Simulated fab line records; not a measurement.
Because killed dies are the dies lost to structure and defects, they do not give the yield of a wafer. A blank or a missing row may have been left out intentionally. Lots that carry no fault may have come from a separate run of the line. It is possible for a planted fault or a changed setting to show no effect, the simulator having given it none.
Tool commonality check / flow sky130 / Lots sampled 13, wafers sampled 39

WHAT PROMPTED THE OPENING
On 1 of the 13 lots, a flag is raised at SKY_SD_P_CD_MEAS_07 on the reading cdNm. Fault-free wafers read 381.0 nm, with a standard deviation of 2.4.
Rule: a lot gets a flag if all its wafers with a number sit over 4 standard deviations from that mean, or if no wafer of it has a number. The other lots count as sound.

lot=L774; measured=day 25 04:42; on=cdSem-02; cdNm (nm), wafer by wafer=383.4 383.8 381.9; flag=
lot=L780; measured=day 27 16:43; on=cdSem-02; cdNm (nm), wafer by wafer=384.0 383.2 383.4; flag=
lot=L784; measured=day 29 10:17; on=cdSem-02; cdNm (nm), wafer by wafer=305.9 303.8 305.3; flag=FLAGGED
lot=L785; measured=day 29 13:21; on=cdSem-01; cdNm (nm), wafer by wafer=379.5 379.4 381.5; flag=
lot=L786; measured=day 29 18:41; on=cdSem-02; cdNm (nm), wafer by wafer=383.1 380.2 381.1; flag=
lot=L788; measured=day 30 10:19; on=cdSem-02; cdNm (nm), wafer by wafer=378.2 378.3 379.3; flag=
lot=L789; measured=day 30 18:42; on=cdSem-01; cdNm (nm), wafer by wafer=378.2 377.9 381.0; flag=
lot=L790; measured=day 31 03:06; on=cdSem-02; cdNm (nm), wafer by wafer=375.3 378.7 377.6; flag=
lot=L792; measured=day 31 06:54; on=cdSem-02; cdNm (nm), wafer by wafer=381.8 382.3 382.3; flag=
lot=L793; measured=day 31 21:52; on=cdSem-01; cdNm (nm), wafer by wafer=382.3 385.2 381.9; flag=
lot=L795; measured=day 32 09:37; on=cdSem-01; cdNm (nm), wafer by wafer=379.3 375.9 376.0; flag=
lot=L796; measured=day 32 21:04; on=cdSem-02; cdNm (nm), wafer by wafer=382.4 383.3 381.1; flag=
lot=L797; measured=day 33 06:15; on=cdSem-02; cdNm (nm), wafer by wafer=376.7 376.8 375.8; flag=
Average over the flagged lots: 305.0 nm; offset from the usual -76.0 nm, equal to -32 standard deviations.

TOOL THAT RAN EACH LOT
The record holds 1 process step before the reading, out of a route of 708 steps. Each cell gives the tool, then ch followed by the chambers the sampled wafers passed through, then the start.
lot=L774; flag=; SKY_SD_P_EXPOSE_04=ilineStepper-02 ch 0, day 24 14:38
lot=L780; flag=; SKY_SD_P_EXPOSE_04=ilineStepper-02 ch 0, day 27 02:40
lot=L784; flag=FLAGGED; SKY_SD_P_EXPOSE_04=ilineStepper-01 ch 0, day 28 20:46
lot=L785; flag=; SKY_SD_P_EXPOSE_04=ilineStepper-01 ch 0, day 28 23:35
lot=L786; flag=; SKY_SD_P_EXPOSE_04=ilineStepper-01 ch 0, day 29 05:23
lot=L788; flag=; SKY_SD_P_EXPOSE_04=ilineStepper-01 ch 0, day 29 20:31
lot=L789; flag=; SKY_SD_P_EXPOSE_04=ilineStepper-01 ch 0, day 30 05:37
lot=L790; flag=; SKY_SD_P_EXPOSE_04=ilineStepper-01 ch 0, day 30 14:00
lot=L792; flag=; SKY_SD_P_EXPOSE_04=ilineStepper-02 ch 0, day 30 17:11
lot=L793; flag=; SKY_SD_P_EXPOSE_04=ilineStepper-02 ch 0, day 31 09:10
lot=L795; flag=; SKY_SD_P_EXPOSE_04=ilineStepper-01 ch 0, day 31 20:31
lot=L796; flag=; SKY_SD_P_EXPOSE_04=ilineStepper-02 ch 0, day 32 08:14
lot=L797; flag=; SKY_SD_P_EXPOSE_04=ilineStepper-01 ch 0, day 32 17:35
These steps, and what they do:
- SKY_SD_P_EXPOSE_04: exposes mask PSDM, target cd 380 nm.
- SKY_SD_P_CD_MEAS_07: target cd 380 nm.

FLAGGED OVER TOTAL, TOOL BY TOOL (the gauges that took the reading come last)
step=SKY_SD_P_EXPOSE_04; tool=ilineStepper-01; lots run=8; flagged=1; share of the flagged lots=all; sound lots run after its first flagged lot=7 (L785,L786,L788,L789,L790,L795,L797)
step=SKY_SD_P_EXPOSE_04; tool=ilineStepper-02; lots run=5; flagged=0; share of the flagged lots=none; sound lots run after its first flagged lot=-
step=SKY_SD_P_CD_MEAS_07; tool=cdSem-01; lots run=4; flagged=0; share of the flagged lots=none; sound lots run after its first flagged lot=-
step=SKY_SD_P_CD_MEAS_07; tool=cdSem-02; lots run=9; flagged=1; share of the flagged lots=all; sound lots run after its first flagged lot=6 (L786,L788,L790,L792,L796,L797)

WHAT THE TABLE ALLOWS
In 2 table rows, all flagged lots were run: ilineStepper-01 (SKY_SD_P_EXPOSE_04), cdSem-02 (SKY_SD_P_CD_MEAS_07).
- ilineStepper-01 at SKY_SD_P_EXPOSE_04: 1 of its 8 lots flagged. Lots that were sound ran on it after the first flagged one (L785, L786, L788, L789, L790, L795, L797); a persistent fault on the entire tool would not allow that.
- cdSem-02 at SKY_SD_P_CD_MEAS_07: 1 of its 9 lots flagged. Lots that were sound ran on it after the first flagged one (L786, L788, L790, L792, L796, L797); a persistent fault on the entire tool would not allow that.
Every row of the table either missed a flagged lot or ran a sound lot after the first.

WHAT THE SIMULATOR HAD INSERTED
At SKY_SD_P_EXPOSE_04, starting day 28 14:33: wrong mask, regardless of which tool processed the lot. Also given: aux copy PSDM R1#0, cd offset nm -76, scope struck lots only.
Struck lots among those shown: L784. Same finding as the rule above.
